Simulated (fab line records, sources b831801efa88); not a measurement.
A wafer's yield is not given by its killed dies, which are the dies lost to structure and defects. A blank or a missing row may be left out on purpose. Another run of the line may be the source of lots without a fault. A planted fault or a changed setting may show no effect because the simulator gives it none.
One fault seen from 2 desks | flow sky130 | every desk sees just its own numbers, and what lay behind them comes last

## AT THE TOOL OWNER'S DESK: lpcvd-01
The tool's own readings at SKY_POLY_GATE_CVD_00 (deposits poly-Si, target thk 180 nm, time 720 s): means of the sampled wafers that have a number, for each lot that ran on this tool. If a lot's mean is further than 4 standard deviations from the usual mean, the lot is out of limits and carries the mark OUT (the distance appears in the brackets).
Columns: A = spike-tc-centre-C at SKY_POLY_GATE_CVD_00, usual 620.7 C
lot  | first seen here | A
L431 | day 14 07:57    | 620.8
L432 | day 14 17:48    | 619.9
L433 | day 14 20:38    | 620.1
L434 | day 15 04:52    | 619.8
L435 | day 15 15:31    | 620.4
L436 | day 15 20:04    | 620.1
L438 | day 17 00:43    | 621.1
L440 | day 17 11:10    | 621.0
L443 | day 18 13:09    | 620.5
L446 | day 19 09:50    | 620.3
L447 | day 19 18:42    | 620.4
Finding of this desk: none of the 11 lots has anything out of limits.

## FROM THE METROLOGY DESK
Means of the sampled wafers that have a number, per lot and without regard to the tool the lot ran on: this is what the gauges read. If a lot's mean is further than 4 standard deviations from the usual mean, the lot is out of limits and carries the mark OUT (the distance appears in the brackets).
Columns: A = cd-nm at SKY_SONOS_TUNNEL_CD_MEAS_07, usual 410.4 nm; B = SONOS_ONO_CVD_02_THK at SKY_SONOS_ONO_THK_MEAS_03, usual 10.52 nm; C = GATE_OXIDE_OVL at SKY_GATE_OXIDE_OVL_MEAS_10, usual 0.2 nm; D = POLY_GATE_CVD_00_THK at SKY_POLY_GATE_THK_MEAS_01, usual 179.8 nm
lot  | first seen here | A     | B     | C    | D
L431 | day 11 19:25    | 406.1 | 10.66 | 2.4  | 178.5
L432 | day 12 03:59    | 410.3 | 10.75 | 1.1  | 178.8
L433 | day 12 07:38    | 410.6 | 10.39 | -3.2 | 177.6
L434 | day 12 14:34    | 412.0 | 10.62 | -0.1 | 181.2
L435 | day 12 23:46    | 410.4 | 10.56 | -0.3 | 181.5
L436 | day 13 04:34    | 412.6 | 10.50 | -1.4 | 179.5
L438 | day 14 03:35    | 410.5 | 10.55 | -0.2 | 180.6
L440 | day 14 12:28    | 412.0 | 10.45 | -1.0 | 181.7
L443 | day 15 15:05    | 409.2 | 10.36 | 2.4  | 179.0
L446 | day 16 11:38    | 408.6 | 10.52 | 0.4  | 139.1 (-27) OUT
L447 | day 16 21:28    | 411.5 | 10.47 | -0.1 | 143.0 (-25) OUT
This desk reports L446, L447 out of limits; the earliest was L446 at day 19 11:03 (POLY_GATE_CVD_00_THK at SKY_POLY_GATE_THK_MEAS_01). L431, L432, L433, L434, L435, L436, L438, L440, L443 stayed within limits.

## PUT TOGETHER
The metrology desk could have raised an alarm at day 19 11:03, on L446, L447.
The desk of the tool owner found nothing out of limits.
On record at the tool owner's desk: L446, L447, within its limits.
SKY_POLY_GATE_CVD_00 was run on lpcvd-01 by each of the lots named.

## WHAT THE SIMULATOR PUT IN
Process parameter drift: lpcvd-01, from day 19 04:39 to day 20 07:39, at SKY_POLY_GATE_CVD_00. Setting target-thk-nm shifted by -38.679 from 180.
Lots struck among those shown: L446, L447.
Time in hours between the start of the fault and the first out-of-limits reading at each desk: metrology desk, 6.
